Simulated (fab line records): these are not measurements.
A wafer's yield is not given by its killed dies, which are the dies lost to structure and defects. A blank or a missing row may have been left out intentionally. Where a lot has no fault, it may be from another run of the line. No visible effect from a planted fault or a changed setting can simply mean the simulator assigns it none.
What tool caused it?    flow sky130    11 lots, 33 wafers sampled, at 4 steps of a route of 708

## WHAT THE GAUGES READ, wafer by wafer
SKY_VT_ADJUST_NCORE_CD_MEAS_07: the cd target is 380 nm. Usual: 379.2 nm for cdNm, sd 2.2.
lot   measured      on        cdNm (nm)          flag
L313  day 8 14:58   cdSem-01  375.8 378.0 376.9  
L317  day 9 13:38   cdSem-01  378.0 378.7 377.7  
L325  day 12 03:53  cdSem-01  380.7 381.3 381.2  
L326  day 12 08:17  cdSem-01  377.9 377.6 377.3  
L328  day 12 23:43  cdSem-01  379.9 378.3 377.9  
L329  day 13 04:44  cdSem-02  377.8 377.2 377.8  
L330  day 13 15:20  cdSem-01  380.2 380.0 379.0  
L331  day 13 20:23  cdSem-01  380.9 382.4 381.3  
L334  day 14 21:38  cdSem-01  380.1 378.8 378.9  
L335  day 15 02:34  cdSem-01  375.6 379.3 378.5  
L336  day 15 11:44  cdSem-02  380.1 382.8 381.4  

SKY_VT_ADJUST_HVTR_TW_MEAS_11. Usual: VT_ADJUST_HVTR_TW gives 211.6 (standard deviation 1.4).
lot   measured      on            VT_ADJUST_HVTR_TW  flag
L313  day 9 13:07   filmMetro-03  210.3 210.7 210.3  
L317  day 10 13:10  filmMetro-04  213.5 214.3 213.4  
L325  day 13 05:06  filmMetro-04  213.2 212.2 213.2  
L326  day 13 10:19  filmMetro-04  211.8 211.5 212.7  
L328  day 14 02:07  filmMetro-04  212.4 213.1 213.0  
L329  day 14 06:07  filmMetro-03  210.8 211.1 209.5  
L330  day 14 17:50  filmMetro-03  211.0 209.9 210.0  
L331  day 14 22:56  filmMetro-03  210.7 211.4 210.2  
L334  day 16 01:04  filmMetro-03  210.0 210.8 210.0  
L335  day 16 05:53  filmMetro-04  213.6 212.9 213.4  
L336  day 16 15:13  filmMetro-03  210.8 210.4 210.4  

SKY_SONOS_ONO_THK_MEAS_03. Usual: SONOS_ONO_CVD_02_THK gives 10.54 nm (standard deviation 0.12).
lot   measured      on            SONOS_ONO_CVD_02_THK (nm)  flag
L313  day 11 18:28  filmMetro-01  10.71 10.62 10.63          
L317  day 12 16:41  filmMetro-04  17.02 16.91 16.93          OFF
L325  day 15 16:29  filmMetro-04  10.59 10.49 10.43          
L326  day 17 02:02  filmMetro-02  10.39 10.26 10.46          
L328  day 17 02:03  filmMetro-04  10.33 10.48 10.37          
L329  day 17 02:07  filmMetro-02  10.44 10.59 10.54          
L330  day 17 07:28  filmMetro-04  10.32 10.33 10.36          
L331  day 17 07:28  filmMetro-01  10.77 10.58 10.77          
L334  day 18 12:44  filmMetro-01  10.68 10.53 10.65          
L335  day 18 18:42  filmMetro-01  10.43 10.42 10.37          
L336  day 19 03:05  filmMetro-04  10.46 10.52 10.36          

## EACH LOT AND THE TOOL THAT RAN IT (in order: tool; ch and the chambers of the sampled wafers; start)
lot   SKY_SONOS_ONO_CVD_02
L313  lpcvd-02 ch 0, day 11 17:24
L317  lpcvd-02 ch 1, day 12 15:38
L325  lpcvd-02 ch 0, day 15 15:26
L326  lpcvd-02 ch 0, day 17 00:59
L328  lpcvd-02 ch 1, day 17 00:59
L329  lpcvd-02 ch 0, day 17 00:59
L330  lpcvd-02 ch 1, day 17 06:23
L331  lpcvd-02 ch 1, day 17 06:23
L334  lpcvd-02 ch 1, day 18 11:40
L335  lpcvd-02 ch 0, day 18 17:37
L336  lpcvd-02 ch 0, day 19 02:02
- SKY_SONOS_ONO_CVD_02: deposits Si3N4 from DCS/NH3, target thk 10.5 nm, time 180 s.

## WHAT THE TOOLS THEMSELVES READ (means of the sampled wafers that have a number; where no wafer has one, the mark that the record gives instead)
SKY_SONOS_ONO_CVD_02. Usual: spikeTcBottomC is 785.9 C with standard deviation 1.6, spikeTcCentreC is 769.6 C with standard deviation 1.1, spikeTcLowerC is 770.7 C with standard deviation 1.1, spikeTcTopC is 782.9 C with standard deviation 2.1, spikeTcUpperC is 769.6 C with standard deviation 1.3, susceptorTempC is 770.0 C with standard deviation 0.35, and zonePowerBottomPct is 22.1 % with standard deviation 1.2.
lot   tool      spikeTcBottomC (C)  spikeTcCentreC (C)  spikeTcLowerC (C)  spikeTcTopC (C)  spikeTcUpperC (C)  susceptorTempC (C)  zonePowerBottomPct (%)  flag
L313  lpcvd-02  784.1               768.8               770.6              781.0            768.9              770.0               20.8                    
L317  lpcvd-02  812.2               795.3               796.8              810.5            796.9              795.3               24.6                    OFF
L325  lpcvd-02  784.5               770.0               771.2              780.0            767.6              769.9               20.7                    
L326  lpcvd-02  784.9               769.5               770.4              780.8            769.1              770.0               20.7                    
L328  lpcvd-02  787.1               770.2               770.9              784.6            770.1              770.2               23.2                    
L329  lpcvd-02  785.1               770.4               770.3              780.6            769.4              769.9               21.0                    
L330  lpcvd-02  786.9               769.6               770.7              785.2            769.9              769.9               23.3                    
L331  lpcvd-02  788.3               769.2               770.6              784.8            769.7              769.6               23.3                    
L334  lpcvd-02  787.1               769.0               770.3              784.2            770.0              770.3               23.1                    
L335  lpcvd-02  784.4               770.3               770.8              781.5            768.7              770.2               20.8                    
L336  lpcvd-02  785.9               769.9               770.5              780.2            769.4              769.4               20.8                    

## THE ANSWER, worked out from the rows above alone
Rule: a lot counts as off when the mean over its wafers that have a number is more than 3 standard deviations away from the usual mean. Also off: a lot with no number at a reading for which 4 or more lots have one. The other lots that the step has rows for count as sound. First the gauges in route order, then the tools' own readings, where a lot's mean is used as printed above. The first step at which some lot is off is used, and at that step the reading that is off furthest; a lot without a number counts as furthest.
Off: L317, at SKY_SONOS_ONO_THK_MEAS_03 (SONOS_ONO_CVD_02_THK).
If a tool, at a process step before that reading, ran all the lots that are off and no sound lot after the first of them, it fits. Not tried: the gauges at SKY_SONOS_ONO_THK_MEAS_03; whatever is off there is also off at SKY_SONOS_ONO_CVD_02, on other tools, and gauge error can't account for it. Of those tried, none fits.

## WHAT THE SIMULATOR HAD PUT IN
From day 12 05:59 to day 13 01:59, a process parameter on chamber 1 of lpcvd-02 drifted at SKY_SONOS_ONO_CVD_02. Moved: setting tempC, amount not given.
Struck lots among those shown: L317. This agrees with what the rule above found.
